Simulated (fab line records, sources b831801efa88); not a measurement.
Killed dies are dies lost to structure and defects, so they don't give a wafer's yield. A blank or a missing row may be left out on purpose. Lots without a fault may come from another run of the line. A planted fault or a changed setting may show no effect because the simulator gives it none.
Problem report in the 8D (eight disciplines) form, filled by code | flow gf180mcu | the parts of the form that need people (team, actions taken, sign-off) are left out

1. THE PROBLEM
VT_IMPLANT_4_TW at GF_VT_IMPLANT_TW_MEAS_43 reads a mean of 620 on 6 wafers of 2 lots; wafers without a fault read 693 with a standard deviation of 5.5. That is -13 standard deviations from the usual mean.
First seen on wafer L777.1, day 10 21:52, on film_metro-04. The record holds 42 wafers of 14 lots with a number at this step. Rule for "out", or "out of limits": more than 4 standard deviations from the usual mean. The other wafers with a number count as sound.

2. WHAT IT IS AND WHAT IT IS NOT
question                    | is                           | is not
which readings at this step | VT_IMPLANT_4_TW              | -
which lots                  | L777, L781                   | L766, L770, L771, L772, L773, L774, L775, L778, L779, L786, L787, L788
which wafers of those lots  | all that have a number       | -
read on which gauges        | film_metro-03, film_metro-04 | film_metro-01
when                        | from day 10 21:52            | up to then (21 sound wafers); but 15 sound wafers of L778, L779, L786, L787, L788 came after

3. SUSPECTS, AND WHAT RULES EACH OUT
Counting: a tool at a process step up to the reading stays a suspect if it ran every lot that is out and no sound lot after the first of them.
- the gauge at GF_VT_IMPLANT_TW_MEAS_43: ruled out. The wafers that are out were read on 2 gauges (film_metro-03, film_metro-04).
- implanter-01 at GF_VT_IMPLANT_IMPLANT_41: kept. It ran every lot that is out, first L777 (day 10 21:37), and no sound lot after that; its last sound lot up to then is L775 (day 10 04:34). Its own readings are out on those wafers: tilt_deg.
Left after counting: implanter-01 at GF_VT_IMPLANT_IMPLANT_41.

4. THE CAUSE (what the simulator had put in)
Process parameter drift: implanter-01, from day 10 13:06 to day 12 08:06, at GF_VT_IMPLANT_IMPLANT_41. Setting tilt_deg, moved by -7, from 7. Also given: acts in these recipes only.
Counting left only this tool.

5. THE CHAIN OF EFFECTS, in route order
Each row: a reading whose mean over the struck wafers that have a number lies more than 3 standard deviations from the usual. Only readings for which the record gives a usual standard deviation are gone through. hours: the time from each lot's start at the first step in this table that gives one to its start at this step, as a median over the lots. sigmas: the change in usual standard deviations.
hours | step                     | reading         | usual         | on struck wafers | change | sigmas
0     | GF_VT_IMPLANT_IMPLANT_41 | tilt_deg        | 6.994 degrees | -0.000           | -6.994 | -99 or more
0     | GF_VT_IMPLANT_TW_MEAS_43 | VT_IMPLANT_4_TW | 693           | 620              | -74    | -13
The process steps in it:
- GF_VT_IMPLANT_IMPLANT_41

6. WHAT WOULD HAVE CAUGHT IT SOONER
In this record the first reading out of limits at a measuring or inspecting step was taken at day 10 21:52, 9 hours after the fault began at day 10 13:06.
The tool's own readings at GF_VT_IMPLANT_IMPLANT_41 were out on every struck wafer that the step has a row for (tilt_deg): an alarm limit on them would have fired on the first of those.
Of the lots that are out (2), L781 began GF_VT_IMPLANT_IMPLANT_41 on implanter-01 after day 10 21:52. A hold on the tool at that time would have spared it.
